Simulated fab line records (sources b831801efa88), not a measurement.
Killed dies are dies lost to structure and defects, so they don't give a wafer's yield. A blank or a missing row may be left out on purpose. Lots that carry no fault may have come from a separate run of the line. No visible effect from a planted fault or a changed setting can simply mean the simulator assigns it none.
A struck lot beside a sound one / flow gf180mcu / 18 out of 602 route steps
Sound: the wafers L906.4, L906.5, L906.6. Struck: wafer L907.2 (L907.3, L907.5, from the same lot, were not struck and are left out); the cause is given at the end.
Order at every step that has rows: each side's tool, ch and its chambers, its first start. Under that, the readings that differ: sound wafers / struck wafers / difference of the means / sigmas: that difference in standard deviations of wafers without a fault.
alike: readings with means less than 2 such deviations apart, plus words and numbers identical on both sides. not compared: withheld readings, readings lacking a value on some wafer, bounds such as >300 that could conceal the same value, and numbers that have no deviation in the record and whose values overlap.
The two part at a step that has a row with sigmas, a row that says differs or no value, or rows on one side only. Non-overlapping numbers with no deviation appear without sigmas and do not part them. Lack of a reading on every wafer of one side parts them only where that side has two or more wafers.

first, 3 steps without rows for these wafers: GF_V4_EXPOSE_11 (exposes mask Via4, target cd 260 nm); GF_V4_PEB_12 (peb time 90 s); GF_V4_DEVELOP_13 (develop time 60 s).
GF_V4_CD_MEAS_14: target cd 260 nm.
  struck on cd_sem-01, day 29 11:31; sound on cd_sem-02, day 29 05:28
  alike: cd_nm
GF_V4_OVL_MEAS_15:
  struck on overlay-01, day 29 11:37; sound on overlay-02, day 29 05:33
  alike: V4_OVL
GF_V4_ETCH_16: etches BARC in N2/H2.
  sound on rie_diel-04 ch 1,2,3, day 29 05:34; struck on rie_diel-02 ch 0, day 29 11:39
  alike: bias_w, drypump_motor_current_A, oes_product_au, throttle_valve_pct
GF_V4_ETCH_17: etches SiO2 in C4F8/O2/Ar, stops on TiN, target depth 630 nm.
  sound: rie_diel-04 ch 1,2,3; struck: rie_diel-02 ch 0
  alike: bias_w, oes_product_au
GF_V4_STRIP_18: strips in O2/N2.
  sound on plasma_asher-01 ch 0,1, day 29 05:44; struck on plasma_asher-01 ch 0, day 29 11:47
reading=rf_hours_counter_h (h); sound=- - -; struck=54; difference=no value on the sound wafers; sigmas=
  alike: drypump_motor_current_A, heater_power_w, oes_product_au, platen_temp_c
then, 2 steps without rows for these wafers: GF_V4_STRIP_19 (strips in post etch residue remover, time 1200 s); GF_V4_CLEAN_20 (cleans in DIW).
GF_V4_SPUTTER_21: material Ti, target thk 15 nm, time 80.02 s.
  struck on pvd_sputter-04, day 29 12:23; sound on pvd_sputter-02, day 29 06:14
  alike: chamber_pressure_pa, throttle_valve_pct
then, 1 step without rows for these wafers: GF_V4_SPUTTER_22 (material TiN, target thk 10 nm, time 40 s).
GF_V4_CVD_23: deposits W, target thk 350 nm, time 104.9 s.
  sound on cvd_w-01 ch 0,1, day 29 06:22; struck on cvd_w-02 ch 0, day 29 12:29
reading=since_wet_clean_h (h); sound=- - -; struck=280; difference=no value on the sound wafers; sigmas=
reading=model.W_of_V4_CVD_23.thk_nm (nm); sound=353.4 348 351.5; struck=617.6; difference=+266.6; sigmas=
  alike: heater_power_w
GF_V4_RS_MEAS_24: uses a four-point probe to measure.
  struck on film_metro-02, day 29 12:37; sound on film_metro-03, day 29 06:30
reading=V4_W_RS (ohm/sq); sound=0.325 0.329 0.325; struck=0.185; difference=-0.141; sigmas=-46
GF_V4_THK_MEAS_25: measures by xrf.
  struck on film_metro-02, day 29 12:43; sound on film_metro-03, day 29 06:35
reading=V4_W_THK (nm); sound=342 338 341; struck=564; difference=+224; sigmas=+50
GF_V4_CMP_26: polishes, stops on SiO2, t overpolish 15 s, target thk 0 nm.
  sound on cmp-01 ch 2,3, day 29 06:40; struck on cmp-02 ch 0, day 29 12:46
reading=motor_current_A (A); sound=9.6 9.9 9.1; struck=12.3; difference=+2.8; sigmas=+3
reading=time_to_endpoint_s (s); sound=87 85 89; struck=155; difference=+68; sigmas=+14
GF_MIM_SPUTTER_00: material Ti, target thk 37.5 nm, time 150 s.
  struck on pvd_sputter-02, day 29 13:04; sound on pvd_sputter-03, day 29 06:55
  alike: chamber_pressure_pa, throttle_valve_pct
after that, 1 step had no rows for these wafers: GF_PASSIVATION_PROBE_99.

== WHERE THEY PART ==
Last at GF_V4_CMP_26 as far as this record goes, first at GF_V4_STRIP_18. Later steps at which nothing parts them and some readings are alike: GF_MIM_SPUTTER_00.

WHY: what had been put in by the simulator
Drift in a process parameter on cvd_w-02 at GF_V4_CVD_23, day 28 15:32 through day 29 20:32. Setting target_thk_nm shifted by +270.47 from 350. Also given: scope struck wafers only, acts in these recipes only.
